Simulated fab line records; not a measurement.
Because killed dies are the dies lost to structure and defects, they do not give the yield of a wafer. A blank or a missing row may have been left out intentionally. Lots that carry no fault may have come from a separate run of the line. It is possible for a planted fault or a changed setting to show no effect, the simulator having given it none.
fab line records + flow gf180mcu + part 1 of 2: steps 1 to 42 of 43
[record]
- lots = 6
- wafers = 18
- lastDay = 33
route steps=602 shown V4@500 MIM@503 M5@526 V5@540 PASSIVATION@602
lots untouched by any fault: they come from a run of this same line in which no faults occurred
startH: the number of hours between the record's first day and the start of the first shown wafer of the lot + waitH: hours from the lot's prior step to this one + " as in the row above + L1.1+2: several wafers, shown together as one row + - no value, or no start given + * or withheld: withheld + < > ~ a bound
route shown NAME@n: a module of which the file shows steps, and the number in the route of the first + usual: mean/standard deviation of fault-free wafers + same: alike in all rows + chamber/n: place in a boat + sites: readings site by site + _std_site: standard deviation across them + _edge_site: inner sites' mean taken away from outer sites' mean + radiusMm: how far each site lies from the wafer's centre + mask NAME#n: copy n + behind: the last tool/chamber to shape the wafer + hold: why the lot was held/for how many hours/how that ended + device: the transistor (n, p or np) that didn't switch + end of line: the tests these same wafers got at the end of their route + a step given without rows: its recipe and nothing more + killed: not the wafer's yield, but the dies lost to structure and defects at the first sort + map: a wafer's dies, marking killed ones x, the rest . and places with no die _
set.NAME: the setting that was run; set.NAME@STEP: the one run at that earlier step + model.NAME: the simulator's own value behind a step, which no gauge read
a table for each step, a row for each wafer; lots at some steps of the route
services: from which hour (startH, from the record's first day; less than 0 if before it) a tool's chamber was out of use, for how many hours, and why
[[steps]]
[step GF_V4_RS_MEAS_24]
[recipe]
- thkMeasGauge = four-point-probe
- reads = W_of_V4_CVD_23+TiN_of_V4_SPUTTER_22+Ti_of_V4_SPUTTER_21
[usual]
- V4_W_RS = 0.328/0.0041
| lot.wafer | tool         | chamber | startH | waitH | V4_W_RS[ohm/sq] |
|-----------|--------------|---------|--------|-------|-----------------|
| L709.3    | filmMetro-02 | -       | 630.70 | 0.1   | 0.328           |
| L709.4    | "            | -       | "      | "     | 0.325           |
| L709.5    | "            | -       | "      | "     | 0.335           |
| L711.3    | filmMetro-03 | -       | 641.35 | 0.1   | 0.322           |
| L711.5    | "            | -       | "      | "     | 0.323           |
| L711.6    | "            | -       | "      | "     | 0.332           |
| L713.1    | filmMetro-04 | -       | 652.38 | 0.1   | 0.322           |
| L713.2    | "            | -       | "      | "     | 0.325           |
| L713.4    | "            | -       | "      | "     | 0.318           |
| L716.1    | filmMetro-03 | -       | 681.98 | 0.1   | 0.328           |
| L716.2    | "            | -       | "      | "     | 0.320           |
| L716.6    | "            | -       | "      | "     | 0.329           |
| L718.1    | filmMetro-03 | -       | 686.68 | 0.1   | 0.332           |
| L718.2    | "            | -       | "      | "     | 0.327           |
| L718.6    | "            | -       | "      | "     | 0.329           |
| L720.1    | filmMetro-04 | -       | 696.73 | 0.1   | 0.321           |
| L720.3    | "            | -       | "      | "     | 0.333           |
| L720.5    | "            | -       | "      | "     | 0.322           |
[step GF_V4_THK_MEAS_25]
[recipe]
- thkMeasGauge = xrf
- reads = W_of_V4_CVD_23
[usual]
- V4_W_THK = 354/5
| lot.wafer | tool         | chamber | startH | waitH | V4_W_THK[nm] |
|-----------|--------------|---------|--------|-------|--------------|
| L709.3    | filmMetro-02 | -       | 630.80 | 0.1   | 363          |
| L709.4    | "            | -       | "      | "     | 364          |
| L709.5    | "            | -       | "      | "     | 354          |
| L711.3    | filmMetro-03 | -       | 641.45 | 0.1   | 358          |
| L711.5    | "            | -       | "      | "     | 358          |
| L711.6    | "            | -       | "      | "     | 348          |
| L713.1    | filmMetro-04 | -       | 652.50 | 0.1   | 363          |
| L713.2    | "            | -       | "      | "     | 356          |
| L713.4    | "            | -       | "      | "     | 365          |
| L716.1    | filmMetro-03 | -       | 682.10 | 0.1   | 354          |
| L716.2    | "            | -       | "      | "     | 362          |
| L716.6    | "            | -       | "      | "     | 353          |
| L718.1    | filmMetro-03 | -       | 686.80 | 0.1   | 348          |
| L718.2    | "            | -       | "      | "     | 353          |
| L718.6    | "            | -       | "      | "     | 355          |
| L720.1    | filmMetro-04 | -       | 696.85 | 0.1   | 361          |
| L720.3    | "            | -       | "      | "     | 350          |
| L720.5    | "            | -       | "      | "     | 363          |
[step GF_V4_CMP_26]
[recipe]
- stopOn = SiO2
- downForcePsi = 3.5
- platenRpm = 60
- tOverpolishS = 15
- targetThkNm = 0
- padVelocityMS = 0.94248
[step GF_MIM_SPUTTER_00]
[recipe]
- material = Ti
- targetThkNm = 37.5
- arrivingIonEnergyEv = 80
- substrateTempC = 200
- chamberPressurePa = 2
- powerW = 4000
- timeS = 150
[step GF_MIM_SPUTTER_01]
[recipe]
- material = TiN
- targetThkNm = 30
- powerW = 6500
- timeS = 25
- chamberPressurePa = 0.4
[step GF_MIM_SPUTTER_02]
[recipe]
- material = AlCu
- targetThkNm = 450
- powerW = 10600
- timeS = 23.9
- chamberPressurePa = 0.4
[step GF_MIM_SPUTTER_03]
[recipe]
- material = Ti
- targetThkNm = 10
- substrateTempC = 300
- chamberPressurePa = 0.3
- powerW = 3000
- timeS = 6.7
[step GF_MIM_SPUTTER_04]
[recipe]
- material = TiN
- targetThkNm = 50
- powerW = 6500
- timeS = 41.7
- chamberPressurePa = 0.4
[usual]
- throttleValvePct = 30.0/0.8
| lot.wafer | tool          | chamber | startH | waitH | throttleValvePct |
|-----------|---------------|---------|--------|-------|------------------|
| L709.3    | pvdSputter-04 | -       | 631.32 | 0.0   | 30.7             |
| L709.4    | "             | -       | "      | "     | 31.1             |
| L709.5    | "             | -       | "      | "     | 29.7             |
| L711.3    | pvdSputter-01 | -       | 641.97 | 0.0   | 30.2             |
| L711.5    | "             | -       | "      | "     | 29.7             |
| L711.6    | "             | -       | "      | "     | 31.3             |
| L713.1    | pvdSputter-03 | -       | 653.04 | 0.0   | 29.4             |
| L713.2    | "             | -       | "      | "     | 30.2             |
| L713.4    | "             | -       | "      | "     | 30.1             |
| L716.1    | pvdSputter-01 | -       | 682.85 | 0.0   | 30.0             |
| L716.2    | "             | -       | "      | "     | 29.9             |
| L716.6    | "             | -       | "      | "     | 31.6             |
| L718.1    | pvdSputter-01 | -       | 687.34 | 0.0   | 29.9             |
| L718.2    | "             | -       | "      | "     | 31.5             |
| L718.6    | "             | -       | "      | "     | 29.9             |
| L720.1    | pvdSputter-04 | -       | 697.39 | 0.0   | 30.5             |
| L720.3    | "             | -       | "      | "     | 28.3             |
| L720.5    | "             | -       | "      | "     | 28.3             |
[step GF_MIM_CVD_05]
[recipe]
- material = Si3N4
- targetThkNm = 42
- tempMaxC = 400
- tempC = 385
- timeS = 29.086
- rfW = 444
[step GF_MIM_THK_MEAS_06]
[recipe]
- reads = Si3N4_of_MIM_CVD_05
[usual]
- MIM_CVD_05_THK = 41.8/0.52
| lot.wafer | tool         | chamber | startH | waitH | MIM_CVD_05_THK[nm] |
|-----------|--------------|---------|--------|-------|--------------------|
| L709.3    | filmMetro-03 | -       | 631.42 | 0.0   | 40.8               |
| L709.4    | "            | -       | "      | "     | 41.7               |
| L709.5    | "            | -       | "      | "     | 41.5               |
| L711.3    | filmMetro-04 | -       | 642.07 | 0.0   | 41.7               |
| L711.5    | "            | -       | "      | "     | 42.0               |
| L711.6    | "            | -       | "      | "     | 42.3               |
| L713.1    | filmMetro-04 | -       | 653.11 | 0.0   | 41.1               |
| L713.2    | "            | -       | "      | "     | 40.8               |
| L713.4    | "            | -       | "      | "     | 42.4               |
| L716.1    | filmMetro-03 | -       | 682.93 | 0.0   | 40.8               |
| L716.2    | "            | -       | "      | "     | 41.4               |
| L716.6    | "            | -       | "      | "     | 42.2               |
| L718.1    | filmMetro-04 | -       | 687.42 | 0.0   | 41.4               |
| L718.2    | "            | -       | "      | "     | 41.3               |
| L718.6    | "            | -       | "      | "     | 42.4               |
| L720.1    | filmMetro-04 | -       | 697.47 | 0.0   | 41.5               |
| L720.3    | "            | -       | "      | "     | 40.8               |
| L720.5    | "            | -       | "      | "     | 41.5               |
[step GF_MIM_SPUTTER_07]
[recipe]
- material = TiN
- targetThkNm = 60
- powerW = 6500
- timeS = 50
- chamberPressurePa = 0.4
[step GF_MIM_SPUTTER_08]
[recipe]
- material = AlCu
- targetThkNm = 200
- powerW = 10600
- timeS = 10.6
- chamberPressurePa = 0.4
[usual]
- throttleValvePct = 30.0/0.74
| lot.wafer | tool          | chamber | startH | waitH | throttleValvePct |
|-----------|---------------|---------|--------|-------|------------------|
| L709.3    | pvdSputter-01 | -       | 631.50 | 0.0   | 29.9             |
| L709.4    | "             | -       | "      | "     | 30.1             |
| L709.5    | "             | -       | "      | "     | 29.8             |
| L711.3    | pvdSputter-01 | -       | 642.15 | 0.0   | 29.8             |
| L711.5    | "             | -       | "      | "     | 31.6             |
| L711.6    | "             | -       | "      | "     | 29.9             |
| L713.1    | pvdSputter-01 | -       | 653.22 | 0.0   | 30.1             |
| L713.2    | "             | -       | "      | "     | 30.0             |
| L713.4    | "             | -       | "      | "     | 31.6             |
| L716.1    | pvdSputter-03 | -       | 683.03 | 0.0   | 29.1             |
| L716.2    | "             | -       | "      | "     | 30.3             |
| L716.6    | "             | -       | "      | "     | 30.0             |
| L718.1    | pvdSputter-03 | -       | 687.52 | 0.0   | 28.9             |
| L718.2    | "             | -       | "      | "     | 30.0             |
| L718.6    | "             | -       | "      | "     | 29.0             |
| L720.1    | pvdSputter-03 | -       | 697.57 | 0.0   | 29.2             |
| L720.3    | "             | -       | "      | "     | 29.5             |
| L720.5    | "             | -       | "      | "     | 28.8             |
[step GF_MIM_SPUTTER_09]
[recipe]
- material = TiN
- targetThkNm = 35
- powerW = 6500
- timeS = 29.2
- chamberPressurePa = 0.4
[usual]
- throttleValvePct = 30.0/0.76
| lot.wafer | tool          | chamber | startH | waitH | throttleValvePct |
|-----------|---------------|---------|--------|-------|------------------|
| L709.3    | pvdSputter-01 | -       | 631.52 | 0.0   | 29.8             |
| L709.4    | "             | -       | "      | "     | 29.8             |
| L709.5    | "             | -       | "      | "     | 29.8             |
| L711.3    | pvdSputter-01 | -       | 642.17 | 0.0   | 29.6             |
| L711.5    | "             | -       | "      | "     | 31.3             |
| L711.6    | "             | -       | "      | "     | 29.9             |
| L713.1    | pvdSputter-01 | -       | 653.24 | 0.0   | 29.8             |
| L713.2    | "             | -       | "      | "     | 29.8             |
| L713.4    | "             | -       | "      | "     | 31.4             |
| L716.1    | pvdSputter-03 | -       | 683.05 | 0.0   | 29.0             |
| L716.2    | "             | -       | "      | "     | 30.2             |
| L716.6    | "             | -       | "      | "     | 29.7             |
| L718.1    | pvdSputter-03 | -       | 687.54 | 0.0   | 28.9             |
| L718.2    | "             | -       | "      | "     | 30.6             |
| L718.6    | "             | -       | "      | "     | 29.0             |
| L720.1    | pvdSputter-03 | -       | 697.59 | 0.0   | 29.1             |
| L720.3    | "             | -       | "      | "     | 29.9             |
| L720.5    | "             | -       | "      | "     | 29.2             |
[step GF_MIM_RS_MEAS_10]
[recipe]
- thkMeasGauge = four-point-probe
- reads = TiN_of_MIM_SPUTTER_09+AlCu_of_MIM_SPUTTER_08+TiN_of_MIM_SPUTTER_07
[usual]
- MIM_ALCU_RS = 0.1594/0.0015
| lot.wafer | tool         | chamber | startH | waitH | MIM_ALCU_RS[ohm/sq] |
|-----------|--------------|---------|--------|-------|---------------------|
| L709.3    | filmMetro-04 | -       | 631.60 | 0.1   | 0.1589              |
| L709.4    | "            | -       | "      | "     | 0.1578              |
| L709.5    | "            | -       | "      | "     | 0.1575              |
| L711.3    | filmMetro-01 | -       | 642.25 | 0.1   | 0.1597              |
| L711.5    | "            | -       | "      | "     | 0.1585              |
| L711.6    | "            | -       | "      | "     | 0.1598              |
| L713.1    | filmMetro-04 | -       | 653.27 | 0.0   | 0.1593              |
| L713.2    | "            | -       | "      | "     | 0.1593              |
| L713.4    | "            | -       | "      | "     | 0.1604              |
| L716.1    | filmMetro-01 | -       | 683.09 | 0.0   | 0.1573              |
| L716.2    | "            | -       | "      | "     | 0.1572              |
| L716.6    | "            | -       | "      | "     | 0.1575              |
| L718.1    | filmMetro-03 | -       | 687.57 | 0.0   | 0.1592              |
| L718.2    | "            | -       | "      | "     | 0.1601              |
| L718.6    | "            | -       | "      | "     | 0.1586              |
| L720.1    | filmMetro-01 | -       | 697.62 | 0.0   | 0.1571              |
| L720.3    | "            | -       | "      | "     | 0.1569              |
| L720.5    | "            | -       | "      | "     | 0.1573              |
[step GF_MIM_THK_MEAS_11]
[recipe]
- thkMeasGauge = xrf
- reads = AlCu_of_MIM_SPUTTER_08
[usual]
- MIM_ALCU_THK = 201.6/2
| lot.wafer | tool         | chamber | startH | waitH | MIM_ALCU_THK[nm] |
|-----------|--------------|---------|--------|-------|------------------|
| L709.3    | filmMetro-04 | -       | 631.70 | 0.1   | 200.3            |
| L709.4    | "            | -       | "      | "     | 202.1            |
| L709.5    | "            | -       | "      | "     | 203.3            |
| L711.3    | filmMetro-01 | -       | 642.35 | 0.1   | 202.5            |
| L711.5    | "            | -       | "      | "     | 204.4            |
| L711.6    | "            | -       | "      | "     | 202.0            |
| L713.1    | filmMetro-04 | -       | 653.39 | 0.1   | 202.0            |
| L713.2    | "            | -       | "      | "     | 200.6            |
| L713.4    | "            | -       | "      | "     | 199.8            |
| L716.1    | filmMetro-01 | -       | 683.21 | 0.1   | 203.6            |
| L716.2    | "            | -       | "      | "     | 203.0            |
| L716.6    | "            | -       | "      | "     | 203.9            |
| L718.1    | filmMetro-03 | -       | 687.69 | 0.1   | 201.2            |
| L718.2    | "            | -       | "      | "     | 198.9            |
| L718.6    | "            | -       | "      | "     | 202.1            |
| L720.1    | filmMetro-01 | -       | 697.74 | 0.1   | 205.9            |
| L720.3    | "            | -       | "      | "     | 205.5            |
| L720.5    | "            | -       | "      | "     | 204.4            |
[step GF_MIM_DEHYDRATE_12]
[recipe]
- tempC = 200
- timeS = 60
[step GF_MIM_HMDS_13]
[recipe]
- primeTimeS = 60
- primeTempC = 120
[step GF_MIM_COAT_14]
[recipe]
- resist = NOVOLAK
- spinRpm = 3000
- resistThkNm = 1000
[step GF_MIM_SOFTBAKE_15]
[recipe]
- tempC = 90
- timeS = 60
- resist = NOVOLAK
[step GF_MIM_EXPOSE_16]
[recipe]
- maskId = FuseTop
- targetCdNm = 2000
- na = 0.6
- sourceShape = conventional
- sigmaOuter = 0.6
- doseMj = 140
[step GF_MIM_PEB_17]
[recipe]
- tempC = withheld
- timeS = *
- resist = NOVOLAK
[step GF_MIM_DEVELOP_18]
[recipe]
- developTimeS = 60
- devTempC = 23
[step GF_MIM_METAL_ETCH_19]
[recipe]
- chemistry = Cl2/BCl3
- maskMaterial = NOVOLAK
- stopOn = Si3N4
- targetDepthNm = 324.5
- pressureMtorr = 8
- icpW = 800
- biasW = 140
- Cl2_flow_sccm = 80
- bcl3FlowSccm = 40
- timeS = 54.1
[usual]
- drypumpMotorCurrentA = 5.7/0.49
- mfcCl2Sccm = 80.05/0.23
- oesProductAu = 0.944/0.0059
- throttleValvePct = 28.281/0.011
| lot.wafer | tool        | chamber | startH | waitH | drypumpMotorCurrentA | mfcCl2Sccm | oesProductAu | rfHoursCounterH | throttleValvePct |
|-----------|-------------|---------|--------|-------|----------------------|------------|--------------|-----------------|------------------|
| L709.3    | rieMetal-03 | 0       | 651.77 | 0.1   | 6.6                  | 79.96      | 0.948        | -               | 28.285           |
| L709.4    | "           | 1       | "      | "     | 5.4                  | 79.73      | 0.948        | -               | 28.269           |
| L709.5    | "           | 1       | "      | "     | 5.4                  | 79.93      | 0.938        | -               | 28.288           |
| L711.3    | rieMetal-03 | 0       | 661.77 | 0.1   | 6.5                  | 80.01      | 0.946        | -               | 28.281           |
| L711.5    | "           | 0       | "      | "     | 6.6                  | 80.01      | 0.954        | -               | 28.282           |
| L711.6    | "           | 1       | "      | "     | 5.4                  | 79.99      | 0.945        | -               | 28.273           |
| L713.1    | rieMetal-03 | 0       | 672.70 | 0.1   | 6.5                  | 80.33      | 0.943        | 1               | 28.276           |
| L713.2    | "           | 1       | "      | "     | 5.4                  | 80.01      | 0.954        | 10              | 28.278           |
| L713.4    | "           | 0       | "      | "     | 6.5                  | 80.20      | 0.940        | -               | 28.285           |
| L716.1    | rieMetal-03 | 0       | 701.55 | 0.1   | 6.5                  | 80.58      | 0.956        | 2               | 28.283           |
| L716.2    | "           | 1       | "      | "     | 5.4                  | 80.15      | 0.955        | 11              | 28.288           |
| L716.6    | "           | 0       | "      | "     | 6.5                  | 80.40      | 0.948        | -               | 28.276           |
| L718.1    | rieMetal-04 | 1       | 706.16 | 0.1   | 5.6                  | 79.95      | 0.945        | 16              | 28.280           |
| L718.2    | "           | 0       | "      | "     | 5.7                  | 80.21      | 0.947        | 12              | 28.281           |
| L718.6    | "           | 0       | "      | "     | 5.7                  | 80.13      | 0.948        | -               | 28.279           |
| L720.1    | rieMetal-03 | 1       | 715.90 | 0.1   | 5.4                  | 80.01      | 0.955        | 12              | 28.280           |
| L720.3    | "           | 1       | "      | "     | 5.4                  | 79.81      | 0.948        | -               | 28.260           |
| L720.5    | "           | 1       | "      | "     | 5.4                  | 80.33      | 0.947        | -               | 28.273           |
[step GF_MIM_STRIP_20]
[recipe]
- chemistry = O2/N2
- powerW = 1400
- pressureMtorr = 1500
- platenTempC = 250
- o2FlowSccm = 3000
- n2FlowSccm = 300
- overashFraction = 0.5
[usual]
- drypumpMotorCurrentA = 5.9/0.36
- heaterPowerW = 339/32
- n2FlowSccm = 300.1/1
- o2FlowSccm = 3001/9.2
- oesProductAu = 0.692/0.005
- stripTimeToEndpointS = 11.22/0.041
| lot.wafer | tool           | chamber | startH | waitH | drypumpMotorCurrentA | heaterPowerW | n2FlowSccm | o2FlowSccm | oesProductAu | rfHoursCounterH | stripTimeToEndpointS |
|-----------|----------------|---------|--------|-------|----------------------|--------------|------------|------------|--------------|-----------------|----------------------|
| L709.3    | plasmaAsher-04 | 0       | 651.85 | 0.1   | 5.5                  | 307          | 300.1      | 3025       | 0.693        | -               | 11.19                |
| L709.4    | "              | 1       | "      | "     | 6.3                  | 382          | 301.9      | 2997       | 0.687        | -               | 11.25                |
| L709.5    | "              | 0       | "      | "     | 5.5                  | 301          | 300.1      | 3012       | 0.697        | -               | 11.25                |
| L711.3    | plasmaAsher-03 | 0       | 661.85 | 0.1   | 5.8                  | 342          | 300.8      | 3006       | 0.683        | -               | 11.22                |
| L711.5    | "              | 1       | "      | "     | 6.4                  | 324          | 299.6      | 2997       | 0.692        | -               | 11.21                |
| L711.6    | "              | 0       | "      | "     | 5.8                  | 334          | 300.6      | 3003       | 0.692        | -               | 11.22                |
| L713.1    | plasmaAsher-03 | 1       | 672.77 | 0.0   | 6.4                  | 325          | 301.6      | 3018       | 0.690        | 90              | 11.21                |
| L713.2    | "              | 0       | "      | "     | 5.8                  | 330          | 300.9      | 3010       | 0.696        | 90              | 11.25                |
| L713.4    | "              | 0       | "      | "     | 5.8                  | 325          | 298.8      | 3013       | 0.695        | -               | 11.26                |
| L716.1    | plasmaAsher-02 | 0       | 701.62 | 0.0   | 5.6                  | 327          | 300.2      | 2993       | 0.701        | 102             | 11.30                |
| L716.2    | "              | 1       | "      | "     | 6.0                  | 323          | 299.7      | 2999       | 0.697        | 102             | 11.28                |
| L716.6    | "              | 0       | "      | "     | 5.6                  | 339          | 300.7      | 2990       | 0.692        | -               | 11.28                |
| L718.1    | plasmaAsher-03 | 0       | 706.23 | 0.0   | 5.8                  | 341          | 300.5      | 3006       | 0.688        | 93              | 11.25                |
| L718.2    | "              | 1       | "      | "     | 6.4                  | 334          | 301.6      | 3006       | 0.698        | 93              | 11.25                |
| L718.6    | "              | 0       | "      | "     | 5.8                  | 335          | 301.5      | 2996       | 0.696        | -               | 11.29                |
| L720.1    | plasmaAsher-02 | 0       | 716.04 | 0.1   | 5.6                  | 332          | 300.3      | 3017       | 0.700        | 104             | 11.23                |
| L720.3    | "              | 1       | "      | "     | 6.0                  | 326          | 298.6      | 3012       | 0.696        | -               | 11.25                |
| L720.5    | "              | 1       | "      | "     | 6.1                  | 319          | 299.9      | 2999       | 0.686        | -               | 11.23                |
[step GF_MIM_STRIP_21]
[recipe]
- chemistry = postEtchResidueRemover
- timeS = 1200
- tempC = 72.5
[step GF_MIM_CLEAN_22]
[recipe]
- chemistry = DIW
- dry = n2Spin
[step GF_M5_DEHYDRATE_00]
[recipe]
- tempC = 200
- timeS = 60
[step GF_M5_HMDS_01]
[recipe]
- primeTimeS = 60
- primeTempC = 120
[step GF_M5_COAT_02]
[recipe]
- resist = KrF
- spinRpm = withheld
- resistThkNm = 1000
[step GF_M5_SOFTBAKE_03]
[recipe]
- tempC = 130
- timeS = 60
- resist = KrF
[step GF_M5_EXPOSE_04]
[recipe]
- maskId = Metal5
- targetCdNm = 280
- na = 0.68
- sourceShape = conventional
- sigmaOuter = 0.6
- doseMj = 28
[step GF_M5_PEB_05]
[recipe]
- pebTempC = 135
- pebTimeS = 90
- resist = KrF
[step GF_M5_DEVELOP_06]
[recipe]
- developTimeS = 60
- devTempC = 21
[step GF_M5_CD_MEAS_07]
[recipe]
- targetCdNm = 280
[usual]
- cdNm = 279.6/1.2
| lot.wafer | tool     | chamber | startH | waitH | cdNm  |
|-----------|----------|---------|--------|-------|-------|
| L709.3    | cdSem-02 | -       | 671.99 | 0.1   | 277.8 |
| L709.4    | "        | -       | "      | "     | 279.0 |
| L709.5    | "        | -       | "      | "     | 278.0 |
| L711.3    | cdSem-01 | -       | 681.33 | 0.3   | 277.6 |
| L711.5    | "        | -       | "      | "     | 278.4 |
| L711.6    | "        | -       | "      | "     | 279.6 |
| L713.1    | cdSem-02 | -       | 691.90 | 0.1   | 280.0 |
| L713.2    | "        | -       | "      | "     | 278.8 |
| L713.4    | "        | -       | "      | "     | 281.4 |
| L716.1    | cdSem-01 | -       | 720.06 | 0.1   | 278.7 |
| L716.2    | "        | -       | "      | "     | 278.4 |
| L716.6    | "        | -       | "      | "     | 278.0 |
| L718.1    | cdSem-02 | -       | 724.10 | 0.1   | 280.4 |
| L718.2    | "        | -       | "      | "     | 281.1 |
| L718.6    | "        | -       | "      | "     | 281.6 |
| L720.1    | cdSem-01 | -       | 733.75 | 0.1   | 278.9 |
| L720.3    | "        | -       | "      | "     | 279.0 |
| L720.5    | "        | -       | "      | "     | 279.8 |
[step GF_M5_OVL_MEAS_08]
[usual]
- M5_OVL = 3/5.7
| lot.wafer | tool       | chamber | startH | waitH | M5_OVL[nm] |
|-----------|------------|---------|--------|-------|------------|
| L709.3    | overlay-02 | -       | 672.08 | 0.1   | -6         |
| L709.4    | "          | -       | "      | "     | -6         |
| L709.5    | "          | -       | "      | "     | 2          |
| L711.3    | overlay-02 | -       | 681.42 | 0.1   | -6         |
| L711.5    | "          | -       | "      | "     | 3          |
| L711.6    | "          | -       | "      | "     | -6         |
| L713.1    | overlay-02 | -       | 692.02 | 0.1   | 6          |
| L713.2    | "          | -       | "      | "     | 10         |
| L713.4    | "          | -       | "      | "     | 10         |
| L716.1    | overlay-01 | -       | 720.18 | 0.1   | 10         |
| L716.2    | "          | -       | "      | "     | 7          |
| L716.6    | "          | -       | "      | "     | 13         |
| L718.1    | overlay-02 | -       | 724.22 | 0.1   | -3         |
| L718.2    | "          | -       | "      | "     | -3         |
| L718.6    | "          | -       | "      | "     | -2         |
| L720.1    | overlay-01 | -       | 733.87 | 0.1   | 12         |
| L720.3    | "          | -       | "      | "     | 6          |
| L720.5    | "          | -       | "      | "     | -1         |
[step GF_M5_ETCH_09]
[recipe]
- chemistry = CF4/O2
- target = Si3N4
- targetDepthNm = 52
- sourceW = 800
- biasW = 150
- pressureMtorr = 150
- cf4FlowSccm = 80
- O2_flow_sccm = 10
- timeS = 11.6
[step GF_M5_METAL_ETCH_10]
[recipe]
- chemistry = Cl2/BCl3
- maskMaterial = KrF
- targetDepthNm = 750.8
- stopOn = SiO2
- pressureMtorr = 8
- icpW = 782
- biasW = 140
- Cl2_flow_sccm = 80
- bcl3FlowSccm = 40
- timeS = 125.1
[usual]
- drypumpMotorCurrentA = 5.6/0.62
- mfcCl2Sccm = 79.96/0.25
- oesProductAu = 0.985/0.0055
- throttleValvePct = 28.236/0.0093
| lot.wafer | tool        | chamber | startH | waitH | drypumpMotorCurrentA | mfcCl2Sccm | oesProductAu | rfHoursCounterH | throttleValvePct |
|-----------|-------------|---------|--------|-------|----------------------|------------|--------------|-----------------|------------------|
| L709.3    | rieMetal-02 | 1       | 672.17 | 0.1   | 5.8                  | 80.13      | 0.989        | -               | 28.250           |
| L709.4    | "           | 0       | "      | "     | 4.7                  | 80.08      | 0.982        | -               | 28.230           |
| L709.5    | "           | 1       | "      | "     | 5.8                  | 80.16      | 0.995        | -               | 28.257           |
| L711.3    | rieMetal-01 | 0       | 681.53 | 0.1   | 5.9                  | 80.29      | 0.994        | -               | 28.226           |
| L711.5    | "           | 0       | "      | "     | 5.9                  | 80.24      | 0.984        | -               | 28.241           |
| L711.6    | "           | 1       | "      | "     | 6.5                  | 80.00      | 0.998        | -               | 28.244           |
| L713.1    | rieMetal-02 | 0       | 692.08 | 0.0   | 4.7                  | 80.11      | 0.991        | 9               | 28.226           |
| L713.2    | "           | 1       | "      | "     | 5.8                  | 80.09      | 0.982        | 4               | 28.230           |
| L713.4    | "           | 1       | "      | "     | 5.8                  | 79.81      | 0.976        | -               | 28.250           |
| L716.1    | rieMetal-03 | 1       | 720.24 | 0.0   | 5.4                  | 80.36      | 0.983        | 12              | 28.249           |
| L716.2    | "           | 1       | "      | "     | 5.4                  | 80.07      | 0.988        | -               | 28.224           |
| L716.6    | "           | 1       | "      | "     | 5.4                  | 80.02      | 0.983        | -               | 28.228           |
| L718.1    | rieMetal-01 | 1       | 724.28 | 0.0   | 6.5                  | 79.86      | 0.988        | 6               | 28.245           |
| L718.2    | "           | 0       | "      | "     | 5.9                  | 79.71      | 0.978        | 9               | 28.234           |
| L718.6    | "           | 1       | "      | "     | 6.5                  | 79.88      | 0.986        | -               | 28.233           |
| L720.1    | rieMetal-02 | 1       | 733.93 | 0.0   | 5.7                  | 79.89      | 0.993        | 6               | 28.234           |
| L720.3    | "           | 0       | "      | "     | 4.7                  | 80.35      | 0.983        | -               | 28.249           |
| L720.5    | "           | 0       | "      | "     | 4.7                  | 79.94      | 0.984        | -               | 28.231           |
[step GF_M5_STRIP_11]
[recipe]
- chemistry = O2/N2
- powerW = 1400
- pressureMtorr = 1500
- platenTempC = 250
- o2FlowSccm = 3000
- n2FlowSccm = 300
- overashFraction = 0.5
[step GF_M5_STRIP_12]
[recipe]
- chemistry = postEtchResidueRemover
- timeS = 1200
- tempC = 72.5
[step GF_M5_CLEAN_13]
[recipe]
- chemistry = DIW
- dry = n2Spin
[step GF_V5_CVD_00]
[recipe]
- material = SiO2
- targetThkNm = 300
- sigmaOpenFrac = 0.3
- tempC = 400
- timeS = 50
- sih4FlowSccm = 60
- pressureMtorr = 6
[step GF_V5_THK_MEAS_01]
[recipe]
- reads = SiO2_of_V5_CVD_00
[usual]
- V5_CVD_00_THK = 299.6/2.4
| lot.wafer | tool         | chamber | startH | waitH | V5_CVD_00_THK[nm] |
|-----------|--------------|---------|--------|-------|-------------------|
| L709.3    | filmMetro-01 | -       | 672.89 | 0.0   | 296.0             |
| L709.4    | "            | -       | "      | "     | 297.5             |
| L709.5    | "            | -       | "      | "     | 294.0             |
| L711.3    | filmMetro-02 | -       | 682.25 | 0.0   | 299.4             |
| L711.5    | "            | -       | "      | "     | 299.8             |
| L711.6    | "            | -       | "      | "     | 298.3             |
| L713.1    | filmMetro-02 | -       | 692.79 | 0.0   | 296.7             |
| L713.2    | "            | -       | "      | "     | 293.7             |
| L713.4    | "            | -       | "      | "     | 293.8             |
| L716.1    | filmMetro-02 | -       | 721.10 | 0.0   | 297.5             |
| L716.2    | "            | -       | "      | "     | 294.8             |
| L716.6    | "            | -       | "      | "     | 297.2             |
| L718.1    | filmMetro-02 | -       | 724.99 | 0.0   | 298.4             |
| L718.2    | "            | -       | "      | "     | 300.5             |
| L718.6    | "            | -       | "      | "     | 298.8             |
| L720.1    | filmMetro-02 | -       | 734.72 | 0.1   | 298.9             |
| L720.3    | "            | -       | "      | "     | 297.2             |
| L720.5    | "            | -       | "      | "     | 297.9             |
